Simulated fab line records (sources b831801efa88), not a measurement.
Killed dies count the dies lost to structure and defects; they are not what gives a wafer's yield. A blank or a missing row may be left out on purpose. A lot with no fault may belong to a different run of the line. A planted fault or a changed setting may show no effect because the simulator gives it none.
8D (eight disciplines) problem report, filled in by code / flow gf180mcu / the parts of the form that need people (team, actions taken, sign-off) are left out

1. THE PROBLEM
Wafers without a fault read 1.0132e+12, standard deviation 1.2e+09; dose ions cm2 at GF_VT_IMPLANT_IMPLANT_41 reads a mean of 1.0978e+12 on 6 wafers belonging to 2 lots. That puts it +70 standard deviations away from the usual mean.
First seen on wafer L611.2, day 8 22:32, on implanter-01. At this step, 39 wafers from 13 lots have a number in the record. The rule behind "out" and "out of limits": a value lying over 4 standard deviations away from the usual mean. Any other wafer with a number is counted as sound.

2. WHAT THIS IS AND IS NOT
question=which readings at this step | is=dose ions cm2 | is not=-
question=which lots | is=L611, L613 | is not=L606, L607, L614, L620, L622, L623, L624, L625, L626, L627, L628
question=which wafers of those lots | is=all that have a number | is not=-
question=read on which tools | is=implanter-01 | is not=implanter-02, implanter-03
question=when | is=from day 8 22:32 | is not=up to then (6 sound wafers); but 27 sound wafers of L614, L620, L622, L623, L624, L625, L626, L627, L628 came after

3. SUSPECTS, AND WHAT RULES EACH OUT
Counting: a tool at any process step up to the reading remains a suspect when it ran all the lots that are out and ran no sound lot after the first of those.
- plasma asher-04 at GF_MVPSD_STRIP_10 (strips in O2/N2): kept. It ran every lot that is out, first L611 (day 6 06:17), and no sound lot after that.
- implanter-01 at GF_VT_IMPLANT_IMPLANT_41: ruled out as a lasting fault. Sound lots L623, L626, L627, L628 ran on it after its first lot that is out, L611 (day 8 22:32).
The count leaves plasma asher-04 at GF_MVPSD_STRIP_10.

4. THE CAUSE (what the simulator had put in)
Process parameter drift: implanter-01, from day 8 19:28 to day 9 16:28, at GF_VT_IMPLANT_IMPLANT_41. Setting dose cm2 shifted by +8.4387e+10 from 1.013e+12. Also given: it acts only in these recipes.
Counting ruled it out, wrongly.

5. THE CHAIN OF EFFECTS, in route order
Rows list readings where the struck wafers' mean (over those with a number) sits beyond 3 standard deviations from the usual. Scope: only readings with a usual standard deviation given in the record; hours: median across lots of the time from each lot's start at the first step in this table that gives one to its start at this step; sigmas: change in usual standard deviations.
hours=0; step=GF_VT_IMPLANT_IMPLANT_41; reading=dose ions cm2; usual=1.0132e+12; on struck wafers=1.0978e+12; change=+8.4567e+10; sigmas=+70
hours=0; step=GF_VT_IMPLANT_IMPLANT_41; reading=faraday current uA; usual=5.71; on struck wafers=6.14; change=+0.43; sigmas=+3.9
hours=0; step=GF_VT_IMPLANT_TW_MEAS_43; reading=VT_IMPLANT_4_TW; usual=695; on struck wafers=720; change=+25; sigmas=+3.7
The process steps in it:
- GF_VT_IMPLANT_IMPLANT_41

6. HOW IT WOULD HAVE BEEN CAUGHT EARLIER
The fault began at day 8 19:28; the first out-of-limits reading in this record came at day 8 22:32, 3 hours later.
